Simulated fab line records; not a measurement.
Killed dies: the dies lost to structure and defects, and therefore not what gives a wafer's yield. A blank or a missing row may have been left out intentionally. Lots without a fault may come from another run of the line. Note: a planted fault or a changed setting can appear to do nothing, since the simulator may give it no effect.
fab line records	flow sfq-line
record lots=6	wafers=18	last-day=82
route steps=325 shown M3@122 I3@133 M4@148 I4@163 M8@325
lots that met no fault: from a run of the same line without faults
start-h: hours from the record's first day to the start of the lot's first wafer shown	wait-h: hours elapsed since this lot's preceding step	" unchanged from the row above	L1.1+2: several wafers, shown together as one row	- no value, or no start was given	* or withheld: withheld	< > ~ a bound
route shown NAME@n: NAME is a module with steps in the file, n the number in the route of the first one	usual: mean/standard deviation taken from wafers without a fault	same: alike in all rows	chamber/n: place in a boat	sites: per-site readings	_std_site: the standard deviation of these	_edge_site: outer sites' mean less inner sites'	radius-mm: for every site, how far away it sits from the centre of the wafer	mask NAME#n: copy n	behind: tool/chamber where the wafer was last shaped	hold: reason for holding the lot/hours on hold/outcome of the hold	device: transistor that didn't switch, given as n, p or np	end of line: the route-end tests of the same wafers	for a step that has no rows: nothing shown but its recipe	killed: count of dies lost to structure and defects at first sort (not the wafer's yield)	map: a wafer's dies, x killed, . not, _ none there
set.NAME: the setting as run; set.NAME@STEP: as run at that earlier step	model.NAME: the simulator's own value behind a step, which no gauge read
lots seen at some steps along the route; tables by step, rows by wafer
services: a tool's chamber out of use, with start hour (start-h, from the record's first day; less than 0 if before it), hours out, and reason
## steps
# step SFQ_TRILAYER_M3_LITHO_COAT_080
# recipe resist=BARC	spin-rpm=3000	resist-thk-nm=62
# step SFQ_TRILAYER_M3_LITHO_COAT_075
# recipe resist=KrF	spin-rpm=3000	resist-thk-nm=600
# step SFQ_TRILAYER_M3_LITHO_SOFTBAKE_079
# recipe temp-c=withheld	time-s=withheld	resist=KrF
# step SFQ_TRILAYER_M3_LITHO_EXPOSE_076
# recipe mask-id=M3	na=0.6	source-shape=conventional	sigma-outer=0.65	target-cd-nm=500	dose-mj=14.4
# step SFQ_TRILAYER_M3_LITHO_PEB_078
# recipe peb-temp-c=115	peb-time-s=60	resist=KrF
# step SFQ_TRILAYER_M3_LITHO_DEVELOP_077
# recipe time-s=60	resist=KrF
# step SFQ_M3_OVL_MEAS_921
# usual M3_OVL=-1/6
lot.wafer	tool	chamber	start-h	wait-h	M3_OVL[nm]
L282.3	overlay-02	-	827.12	0.1	-2
L282.4	"	-	"	"	-3
L282.6	"	-	"	"	-4
L287.1	overlay-02	-	858.55	0.1	-1
L287.2	"	-	"	"	-6
L287.3	"	-	"	"	-1
L289.1	overlay-01	-	863.35	0.1	5
L289.4	"	-	"	"	1
L289.5	"	-	"	"	-1
L291.1	overlay-01	-	869.15	0.1	0
L291.2	"	-	"	"	0
L291.3	"	-	"	"	1
L301.2	overlay-01	-	1170.97	0.1	2
L301.3	"	-	"	"	6
L301.4	"	-	"	"	4
L303.3	overlay-01	-	1176.98	0.1	-2
L303.4	"	-	"	"	-2
L303.6	"	-	"	"	-9
# step SFQ_TRILAYER_M3_BARC_OPEN_METAL_ETCH_100
# recipe mask-material=PR	chemistry=O2	target-depth-nm=125	target=BARC	icp-w=600	bias-w=80	pressure-mtorr=10	time-s=41.7
# step SFQ_TRILAYER_M3_ETCH_METAL_ETCH_078
# recipe target=Nb	stop-on=SiO2	mask-material=PR	chemistry=Cl2/Ar	target-depth-nm=240	icp-w=600	bias-w=80	pressure-mtorr=10	time-s=120
# usual drypump-motor-current-A=5.7/0.42	he-backside-leak-sccm=3.56/0.24	oes-product-au=0.895/0.0064
lot.wafer	tool	chamber	start-h	wait-h	drypump-motor-current-A	he-backside-leak-sccm	oes-product-au	rf-hours-counter-h
L282.3	rie-metal-01	0	827.24	0.1	6.1	3.81	0.893	-
L282.4	"	1	"	"	5.5	3.32	0.902	-
L282.6	"	0	"	"	6.1	3.90	0.908	-
L287.1	rie-metal-02	1	858.65	0.0	5.6	3.27	0.901	86
L287.2	"	0	"	"	6.5	3.66	0.904	94
L287.3	"	1	"	"	5.6	3.29	0.902	-
L289.1	rie-metal-02	1	863.45	0.0	5.6	3.37	0.891	87
L289.4	"	1	"	"	5.6	3.36	0.900	-
L289.5	"	0	"	"	6.4	3.55	0.896	-
L291.1	rie-metal-04	0	869.25	0.0	5.3	3.83	0.896	137
L291.2	"	1	"	"	5.0	3.35	0.898	50
L291.3	"	1	"	"	5.0	3.46	0.885	-
L301.2	rie-metal-02	1	1171.16	0.1	5.6	3.33	0.897	-
L301.3	"	1	"	"	5.5	3.32	0.905	-
L301.4	"	1	"	"	5.5	3.44	0.891	-
L303.3	rie-metal-04	1	1177.10	0.1	5.0	3.48	0.887	-
L303.4	"	0	"	"	5.2	3.85	0.900	-
L303.6	"	1	"	"	5.0	3.60	0.880	-
# step SFQ_TRILAYER_M3_STRIP_STRIP_079
# recipe gas=O2	power-w=200	platen-temp-c=40	overash-fraction=0.65	chemistry=O2	pressure-mtorr=50
# usual drypump-motor-current-A=5.7/0.42	he-backside-leak-sccm=3.6/0.38	oes-product-au=0.998/0.0072	platen-temp-c=39.99/0.11
lot.wafer	tool	chamber	start-h	wait-h	drypump-motor-current-A	he-backside-leak-sccm	oes-product-au	platen-temp-c	rf-hours-counter-h
L282.3	rie-metal-01	0	827.53	0.2	6.1	3.9	1.009	40.12	-
L282.4	"	1	"	"	5.5	3.5	0.997	39.67	-
L282.6	"	0	"	"	6.1	3.9	0.995	39.94	-
L287.1	rie-metal-02	1	858.77	0.1	5.6	3.4	0.993	39.85	86
L287.2	"	0	"	"	6.4	3.6	0.994	39.95	94
L287.3	"	1	"	"	5.6	3.2	0.998	39.94	-
L289.1	rie-metal-02	1	863.57	0.1	5.6	3.3	0.989	39.88	87
L289.4	"	1	"	"	5.6	3.2	0.995	40.11	-
L289.5	"	0	"	"	6.4	3.6	0.994	39.93	-
L291.1	rie-metal-04	0	869.37	0.1	5.2	3.6	0.988	40.11	137
L291.2	"	1	"	"	5.0	3.4	0.997	39.93	50
L291.3	"	1	"	"	5.0	3.6	1.004	40.12	-
L301.2	rie-metal-02	1	1171.57	0.4	5.6	3.4	1.001	40.12	-
L301.3	"	1	"	"	5.6	3.4	0.992	40.10	-
L301.4	"	1	"	"	5.6	3.4	0.999	40.04	-
L303.3	rie-metal-04	1	1177.39	0.2	5.0	3.6	1.004	39.97	-
L303.4	"	0	"	"	5.3	3.7	1.005	39.73	-
L303.6	"	1	"	"	5.0	6.3	1.001	40.07	-
# step SFQ_TRILAYER_M3_STRIP_SOLV_CLEAN_080
# recipe chemistry=NMP	temp-c=70	time-s=600
# step SFQ_TRILAYER_I3_DEP_PECVD_081
# recipe material=SiO2	temp-c=150	time-s=111.11	pressure-torr=2.4	rf-w=183.3	precursor=SiH4/N2O	target-thk-nm=500
# usual heater-power-w=83/18	throttle-valve-pct=25.1/1.2
lot.wafer	tool	chamber	start-h	wait-h	heater-power-w	throttle-valve-pct
L282.3	pecvd-03	2	828.10	0.0	57	26.1
L282.4	"	0	"	"	96	24.6
L282.6	"	2	"	"	44	26.1
L287.1	pecvd-02	0	859.55	0.0	107	23.6
L287.2	"	2	"	"	77	23.1
L287.3	"	1	"	"	80	24.3
L289.1	pecvd-03	2	864.35	0.0	57	26.4
L289.4	"	2	"	"	45	26.2
L289.5	"	0	"	"	99	24.6
L291.1	pecvd-02	2	870.15	0.0	84	23.2
L291.2	"	1	"	"	72	24.0
L291.3	"	0	"	"	110	24.2
L301.2	pecvd-03	0	1172.75	0.0	100	25.1
L301.3	"	1	"	"	80	26.4
L301.4	"	2	"	"	48	26.8
L303.3	pecvd-04	2	1177.96	0.0	93	22.8
L303.4	"	1	"	"	86	24.4
L303.6	"	2	"	"	98	23.0
# step SFQ_TRILAYER_I3_CMP_CMP_082
# recipe material=SiO2	down-force-psi=3	platen-rpm=60	pad-velocity-m-s=0.94248
# usual motor-current-A=10.6/1	platen-rpm=60.00/0.043	slurry-filter-dp-kPa=13.50/0.14	time-to-endpoint-s=215/5.9
lot.wafer	tool	chamber	start-h	wait-h	motor-current-A	platen-rpm	slurry-filter-dp-kPa	time-to-endpoint-s	model.SiO2_of_TRILAYER_I3_DEP_PECVD_081.thk-nm
L282.4	cmp-01	1	834.78	6.6	12.3	60.02	13.48	213	199.6
L282.3	"	3	835.78	7.6	11.7	60.01	13.53	211	199.2
L282.6	"	1	836.78	8.6	12.2	60.06	13.46	217	201.1
L287.2	cmp-01	3	870.78	11.2	11.7	59.99	13.40	217	200.9
L287.1	"	1	871.78	12.2	12.2	59.96	13.23	216	200.7
L287.3	"	2	"	"	9.7	60.01	13.50	217	200.7
L289.4	cmp-01	2	880.28	15.9	9.5	59.92	13.67	223	200.2
L289.1	"	0	881.28	16.9	11.1	59.97	13.53	218	200.1
L289.5	"	1	"	"	12.2	59.99	13.41	225	203.1
L291.2	cmp-02	3	884.62	14.4	9.8	60.00	13.43	219	200.1
L291.3	"	0	"	"	9.2	59.99	13.64	215	199.8
L291.1	"	1	"	"	11.3	60.04	13.52	219	200.5
L301.4	cmp-01	1	1173.69	0.9	11.9	59.91	13.61	286	308.4
L301.3	"	3	1174.77	2.0	11.9	59.99	13.75	285	308.1
L301.2	"	0	"	"	12.2	60.02	13.74	280	306
L303.4	cmp-01	2	1184.15	6.1	9.9	60.02	13.53	277	304
L303.3	"	3	"	"	11.7	60.00	13.38	277	303.9
L303.6	"	1	1185.65	7.6	12.3	60.12	13.31	278	306.2
# step SFQ_I3_BOW_MEAS_922
# recipe mode=bow
# usual I3_BOW=4/9
lot.wafer	tool	chamber	start-h	wait-h	I3_BOW[um]
L282.3	film-metro-03	-	837.82	1.5	11
L282.4	"	-	"	"	1
L282.6	"	-	"	"	6
L287.1	film-metro-03	-	873.78	1.5	-7
L287.2	"	-	"	"	10
L287.3	"	-	"	"	8
L289.1	film-metro-01	-	882.78	1.0	-12
L289.4	"	-	"	"	-16
L289.5	"	-	"	"	-8
L291.1	film-metro-01	-	887.12	1.0	8
L291.2	"	-	"	"	-8
L291.3	"	-	"	"	0
L301.2	film-metro-03	-	1176.94	1.1	9
L301.3	"	-	"	"	7
L301.4	"	-	"	"	13
L303.3	film-metro-04	-	1186.19	1.0	19
L303.4	"	-	"	"	21
L303.6	"	-	"	"	11
# step SFQ_TRILAYER_I3_METRO_MEASURE_083
# usual thk-nm=200.2/1.1
lot.wafer	tool	chamber	start-h	wait-h	thk-nm
L282.3	film-metro-03	-	838.30	0.5	199.0
L282.4	"	-	"	"	199.8
L282.6	"	-	"	"	201.2
L287.1	film-metro-03	-	873.90	0.1	200.7
L287.2	"	-	"	"	200.9
L287.3	"	-	"	"	200.7
L289.1	film-metro-01	-	882.90	0.1	200.1
L289.4	"	-	"	"	200.1
L289.5	"	-	"	"	203.1
L291.1	film-metro-01	-	887.24	0.1	200.5
L291.2	"	-	"	"	200.1
L291.3	"	-	"	"	199.7
L301.2	film-metro-03	-	1177.24	0.3	306.0
L301.3	"	-	"	"	308.1
L301.4	"	-	"	"	308.5
L303.3	film-metro-04	-	1186.67	0.5	304.0
L303.4	"	-	"	"	304.2
L303.6	"	-	"	"	306.1
# step SFQ_TRILAYER_I3_VIA_LITHO_COAT_090
# recipe resist=BARC	spin-rpm=3000	resist-thk-nm=62
# step SFQ_TRILAYER_I3_VIA_LITHO_COAT_085
# recipe resist=KrF	spin-rpm=3000	resist-thk-nm=650
# step SFQ_TRILAYER_I3_VIA_LITHO_SOFTBAKE_089
# recipe temp-c=withheld	time-s=withheld	resist=KrF
# step SFQ_TRILAYER_I3_VIA_LITHO_EXPOSE_086
# recipe mask-id=I3	na=0.6	source-shape=conventional	sigma-outer=0.65	target-cd-nm=500	dose-mj=21.3
# step SFQ_TRILAYER_I3_VIA_LITHO_PEB_088
# recipe peb-temp-c=115	peb-time-s=60	resist=KrF
# step SFQ_TRILAYER_I3_VIA_LITHO_DEVELOP_087
# recipe time-s=60	resist=KrF
# step SFQ_I3_OVL_MEAS_923
# usual I3_OVL=-1/6.4
lot.wafer	tool	chamber	start-h	wait-h	I3_OVL[nm]
L282.3	overlay-01	-	841.36	0.1	10
L282.4	"	-	"	"	4
L282.6	"	-	"	"	3
L287.1	overlay-02	-	988.71	0.1	14
L287.2	"	-	"	"	8
L287.3	"	-	"	"	15
L289.1	overlay-02	-	994.71	0.1	2
L289.4	"	-	"	"	5
L289.5	"	-	"	"	3
L291.1	overlay-02	-	999.42	0.1	2
L291.2	"	-	"	"	-3
L291.3	"	-	"	"	1
L301.2	overlay-02	-	1311.38	0.1	0
L301.3	"	-	"	"	-10
L301.4	"	-	"	"	-5
L303.3	overlay-02	-	1323.39	0.1	7
L303.4	"	-	"	"	-4
L303.6	"	-	"	"	-3
# step SFQ_TRILAYER_I3_VIA_BARC_OPEN_VIA_ETCH_121
# recipe mask-material=PR	chemistry=O2	target-depth-nm=125	target=BARC	source-w=500	bias-w=80	pressure-mtorr=30	time-s=41.7
# step SFQ_TRILAYER_I3_VIA_ETCH_VIA_ETCH_088
# recipe target=SiO2	stop-on=Nb	mask-material=PR	taper-deg=20	chemistry=CHF3	target-depth-nm=260	source-w=500	bias-w=80	pressure-mtorr=30	time-s=withheld
# usual drypump-motor-current-A=5.8/0.62	oes-product-au=0.855/0.0052
lot.wafer	tool	chamber	start-h	wait-h	drypump-motor-current-A	oes-product-au	model.I3.feature-depth-nm	model.etch.depth-nm
L282.3	rie-diel-03	3	841.43	0.0	5.2	0.854	199.2	199.2
L282.4	"	2	"	"	6.5	0.852	199.6	199.6
L282.6	"	1	"	"	6.5	0.857	201.1	201.1
L287.1	rie-diel-03	0	988.78	0.0	5.1	0.865	200.7	200.7
L287.2	"	2	"	"	6.5	0.859	200.9	200.9
L287.3	"	1	"	"	6.5	0.851	200.7	200.7
L289.1	rie-diel-02	2	994.78	0.0	5.6	0.863	200.1	200.1
L289.4	"	0	"	"	6.4	0.853	200.2	200.2
L289.5	"	2	"	"	5.6	0.866	203.1	203.1
L291.1	rie-diel-03	0	999.50	0.0	5.1	0.856	200.5	200.5
L291.2	"	1	"	"	6.5	0.852	200.1	200.1
L291.3	"	3	"	"	5.2	0.863	199.8	199.8
L301.2	rie-diel-03	1	1311.45	0.0	6.5	1.005	261.5	261.5
L301.3	"	2	"	"	6.5	0.983	255.8	255.8
L301.4	"	0	"	"	5.1	0.985	252.8	252.8
L303.3	rie-diel-02	2	1323.45	0.0	5.6	0.996	259.5	259.5
L303.4	"	1	"	"	4.8	1.005	261.6	261.6
L303.6	"	0	"	"	6.4	1.004	261.6	261.6
# step SFQ_TRILAYER_I3_VIA_STRIP_STRIP_089
# recipe gas=O2	power-w=200	platen-temp-c=40	overash-fraction=0.65	chemistry=O2	pressure-mtorr=50
# step SFQ_TRILAYER_I3_VIA_STRIP_SOLV_CLEAN_090
# recipe chemistry=NMP	temp-c=70	time-s=600
# step SFQ_TRILAYER_M4_DEP_PRE_CLEAN_092
# recipe gas=Ar	time-s=22.5	bias-v=250
lot.wafer	tool	chamber	start-h	wait-h	model.SiO2_of_TRILAYER_I3_DEP_PECVD_081.thk-nm
L282.3	pvd-sputter-04	-	842.31	0.0	191.7
L282.4	"	-	"	"	192.1
L282.6	"	-	"	"	193.6
L287.1+3	pvd-sputter-03	-	989.67	0.0	193.2
L287.2	"	-	"	"	193.4
L289.1	pvd-sputter-03	-	995.67	0.0	192.6
L289.4	"	-	"	"	192.7
L289.5	"	-	"	"	195.6
L291.1	pvd-sputter-03	-	1000.39	0.0	193
L291.2	"	-	"	"	192.6
L291.3	"	-	"	"	192.3
L301.2	pvd-sputter-03	-	1312.94	0.0	298.5
L301.3	"	-	"	"	300.6
L301.4	"	-	"	"	300.9
L303.3	pvd-sputter-03	-	1324.34	0.0	296.4
L303.4	"	-	"	"	296.5
L303.6	"	-	"	"	298.7
# step SFQ_TRILAYER_M4_DEP_SPUTTER_091
# recipe material=Nb	base-pressure-pa=1.33e-06	chamber-pressure-pa=0.1333	substrate-temp-c=20	resputter-cathode-voltage-v=400	target-thk-nm=200	power-w=2000	time-s=133.3
# step SFQ_M4_RS_MEAS_924
# recipe thk-meas-gauge=four-point-probe	reads=Nb_of_TRILAYER_M4_DEP_SPUTTER_091
# usual M4_NB_RS=0.891/0.0086
lot.wafer	tool	chamber	start-h	wait-h	M4_NB_RS[ohm/sq]
L282.3	film-metro-03	-	842.47	0.1	0.901
L282.4	"	-	"	"	0.893
L282.6	"	-	"	"	0.898
L287.1	film-metro-03	-	989.79	0.0	0.893
L287.2	"	-	"	"	0.900
L287.3	"	-	"	"	0.896
L289.1	film-metro-02	-	995.79	0.0	0.898
L289.4	"	-	"	"	0.893
L289.5	"	-	"	"	0.897
L291.1	film-metro-02	-	1000.51	0.0	0.882
L291.2	"	-	"	"	0.898
L291.3	"	-	"	"	0.882
L301.2	film-metro-04	-	1313.08	0.1	0.868
L301.3	"	-	"	"	0.873
L301.4	"	-	"	"	0.878
L303.3	film-metro-03	-	1324.50	0.1	0.904
L303.4	"	-	"	"	0.892
L303.6	"	-	"	"	0.903
# step SFQ_TRILAYER_M4_LITHO_COAT_098
# recipe resist=BARC	spin-rpm=3000	resist-thk-nm=62
# step SFQ_TRILAYER_M4_LITHO_COAT_093
# recipe resist=KrF	spin-rpm=3000	resist-thk-nm=600
# step SFQ_TRILAYER_M4_LITHO_SOFTBAKE_097
# recipe temp-c=withheld	time-s=withheld	resist=KrF
# step SFQ_TRILAYER_M4_LITHO_EXPOSE_094
# recipe mask-id=M4	na=0.6	source-shape=conventional	sigma-outer=0.65	target-cd-nm=500	dose-mj=14.4
# step SFQ_TRILAYER_M4_LITHO_PEB_096
# recipe peb-temp-c=115	peb-time-s=60	resist=KrF
# step SFQ_TRILAYER_M4_LITHO_DEVELOP_095
# recipe time-s=60	resist=KrF
# step SFQ_M4_OVL_MEAS_926
# usual M4_OVL=-2/5.3
lot.wafer	tool	chamber	start-h	wait-h	M4_OVL[nm]
L282.3	overlay-02	-	941.49	0.1	-2
L282.4	"	-	"	"	-2
L282.6	"	-	"	"	1
L287.1	overlay-02	-	992.22	0.1	-6
L287.2	"	-	"	"	-8
L287.3	"	-	"	"	-5
L289.1	overlay-02	-	998.22	0.1	-5
L289.4	"	-	"	"	-6
L289.5	"	-	"	"	-5
L291.1	overlay-02	-	1004.22	0.1	9
L291.2	"	-	"	"	2
L291.3	"	-	"	"	3
L301.2	overlay-01	-	1319.25	0.1	4
L301.3	"	-	"	"	-2
L301.4	"	-	"	"	-4
L303.3	overlay-02	-	1334.85	0.1	0
L303.4	"	-	"	"	-2
L303.6	"	-	"	"	-5
# step SFQ_TRILAYER_M4_BARC_OPEN_METAL_ETCH_123
# recipe mask-material=PR	chemistry=O2	target-depth-nm=125	target=BARC	icp-w=600	bias-w=80	pressure-mtorr=10	time-s=41.7
# usual drypump-motor-current-A=5.4/0.54	he-backside-leak-sccm=3.50/0.29	oes-product-au=0.685/0.0047
lot.wafer	tool	chamber	start-h	wait-h	drypump-motor-current-A	he-backside-leak-sccm	oes-product-au	rf-hours-counter-h
L282.3	rie-metal-04	0	941.55	0.1	5.3	4.05	0.692	-
L282.4	"	0	"	"	5.2	3.90	0.685	-
L282.6	"	0	"	"	5.2	3.72	0.679	-
L287.1	rie-metal-02	1	992.26	0.0	5.6	3.43	0.682	106
L287.2	"	0	"	"	6.4	3.44	0.688	114
L287.3	"	1	"	"	5.6	3.41	0.689	-
L289.1	rie-metal-04	1	998.26	0.0	5.0	3.57	0.681	68
L289.4	"	1	"	"	5.0	3.60	0.679	-
L289.5	"	0	"	"	5.2	3.68	0.689	-
L291.1	rie-metal-04	1	1004.26	0.0	5.0	3.34	0.678	69
L291.2	"	0	"	"	5.3	3.79	0.678	3
L291.3	"	1	"	"	5.0	3.43	0.676	-
L301.2	rie-metal-03	1	1319.30	0.0	4.9	3.18	0.678	-
L301.3	"	1	"	"	5.0	3.38	0.691	-
L301.4	"	1	"	"	5.0	3.50	0.690	-
L303.3	rie-metal-02	0	1334.92	0.1	6.4	3.45	0.693	-
L303.4	"	0	"	"	6.4	3.49	0.676	-
L303.6	"	0	"	"	6.4	3.34	0.686	-
# step SFQ_TRILAYER_M4_ETCH_METAL_ETCH_096
# recipe target=Nb	stop-on=SiO2	mask-material=PR	chemistry=Cl2/Ar	target-depth-nm=240	icp-w=600	bias-w=80	pressure-mtorr=10	time-s=120
# step SFQ_TRILAYER_M4_STRIP_STRIP_097
# recipe gas=O2	power-w=200	platen-temp-c=40	overash-fraction=0.65	chemistry=O2	pressure-mtorr=50
# step SFQ_TRILAYER_M4_STRIP_SOLV_CLEAN_098
# recipe chemistry=NMP	temp-c=70	time-s=600
# step SFQ_TRILAYER_I4_DEP_PECVD_099
# recipe material=SiO2	temp-c=150	time-s=111.11	pressure-torr=2.4	rf-w=183.3	precursor=SiH4/N2O	target-thk-nm=500
# usual heater-power-w=88/18	throttle-valve-pct=24.8/1.5
lot.wafer	tool	chamber	start-h	wait-h	heater-power-w	throttle-valve-pct
L282.3	pecvd-02	2	943.26	0.0	87	23.5
L282.4	"	1	"	"	83	24.8
L282.6	"	2	"	"	89	23.4
L287.1	pecvd-01	2	993.22	0.0	102	26.6
L287.2	"	1	"	"	64	27.4
L287.3	"	0	"	"	58	26.4
L289.1	pecvd-02	2	999.22	0.0	88	23.7
L289.4	"	2	"	"	74	23.4
L289.5	"	0	"	"	106	24.7
L291.1	pecvd-04	1	1005.23	0.0	87	23.6
L291.2	"	2	"	"	109	22.3
L291.3	"	2	"	"	110	22.3
L301.2	pecvd-02	1	1321.02	0.0	80	26.0
L301.3	"	2	"	"	85	24.7
L301.4	"	2	"	"	91	24.6
L303.3	pecvd-01	0	1336.84	0.0	51	21.8
L303.4	"	2	"	"	107	24.0
L303.6	"	2	"	"	109	23.9
# step SFQ_M8_BOW_MEAS_951
# recipe mode=bow
# usual M8_BOW=8/11
lot.wafer	tool	chamber	start-h	wait-h	M8_BOW[um]	model.etest.i3.link-ohm
L282.3	film-metro-02	-	1771.61	0.0	23	1.968
L282.4	"	-	"	"	11	1.965
L282.6	"	-	"	"	17	1.963
L287.1	film-metro-01	-	1808.77	0.0	-9	1.965
L287.2	"	-	"	"	7	1.97
L287.3	"	-	"	"	5	1.96
L289.1	film-metro-02	-	1823.17	0.0	-14	1.979
L289.4	"	-	"	"	-17	1.97
L289.5	"	-	"	"	-9	1.974
L291.1	film-metro-02	-	1869.99	0.0	11	1.957
L291.2	"	-	"	"	-4	1.986
L291.3	"	-	"	"	3	1.968
L301.2	film-metro-02	-	1944.79	0.0	16	1e+06
L301.3	"	-	"	"	13	1e+06
L301.4	"	-	"	"	20	1e+06
L303.3	film-metro-04	-	1957.39	0.0	28	1e+06
L303.4	"	-	"	"	32	1e+06
L303.6	"	-	"	"	20	1e+06
## services
tool	chamber	start-h	hours	kind
cmp-01	-	833.06	0.6	repair
pvd-sputter-03	-	864.23	9.0	repair
cmp-01	-	910.18	1.0	repair
rie-metal-04	1	931.34	13.9	repair
pecvd-02	-	932.02	2.8	pm
pvd-sputter-03	-	944.57	3.2	repair
cmp-01	-	964.94	1.3	repair
pvd-sputter-03	-	980.36	2.0	repair
cmp-01	-	982.24	4.2	pm
cmp-01	-	989.35	14.4	repair
cmp-01	-	992.38	3.0	repair
pecvd-02	1	996.00	8.3	repair
rie-metal-02	-	997.45	14.6	pm
pecvd-02	1	1007.93	5.6	repair
rie-metal-04	0	1010.97	14.9	repair
rie-metal-02	0	1012.95	3.4	repair
pvd-sputter-03	-	1029.21	3.7	repair
rie-metal-04	-	1031.18	2.8	pm
pvd-sputter-03	-	1035.27	3.1	repair
cmp-01	-	1036.48	2.3	repair
rie-metal-02	-	1076.76	1.4	pm
rie-metal-02	1	1133.86	3.6	repair
rie-metal-02	-	1208.06	1.5	repair
rie-metal-02	1	1263.27	99.4	repair
## key
first-sign step=SFQ_TRILAYER_I3_CMP_CMP_082	reading=time-to-endpoint-s	direction=up	sigmas=11	usual=*	struck=*
effect step=SFQ_TRILAYER_I3_METRO_MEASURE_083	reading=thk-nm	direction=up	sigmas=99+	usual=200.2	struck=306.2
effect step=SFQ_TRILAYER_I3_VIA_ETCH_VIA_ETCH_088	reading=oes-product-au	direction=up	sigmas=27	usual=0.855	struck=0.996
model-effect step=SFQ_TRILAYER_I3_CMP_CMP_082	value=SiO2_of_TRILAYER_I3_DEP_PECVD_081.thk-nm	without=200.6	struck=306.1
model-effect step=SFQ_TRILAYER_I3_VIA_ETCH_VIA_ETCH_088	value=I3.feature-depth-nm	without=200.6	struck=258.8
model-effect step=SFQ_TRILAYER_M4_DEP_PRE_CLEAN_092	value=SiO2_of_TRILAYER_I3_DEP_PECVD_081.thk-nm	without=193.1	struck=298.6
model-effect step=SFQ_M8_BOW_MEAS_951	value=etest.i3.link-ohm	without=1.963	struck=1e+06
met-at SFQ_TRILAYER_I3_CMP_CMP_082
struck-wafers L301.2,L301.3,L301.4,L303.3,L303.4,L303.6
onset-between 880.28 1173.69
fault kind=process-parameter-drift	tool=cmp-01	chamber=-	onset-h=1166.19	steps=SFQ_TRILAYER_I3_CMP_CMP_082	channel=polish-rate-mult	offset=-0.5	shape=step	end-h=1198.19
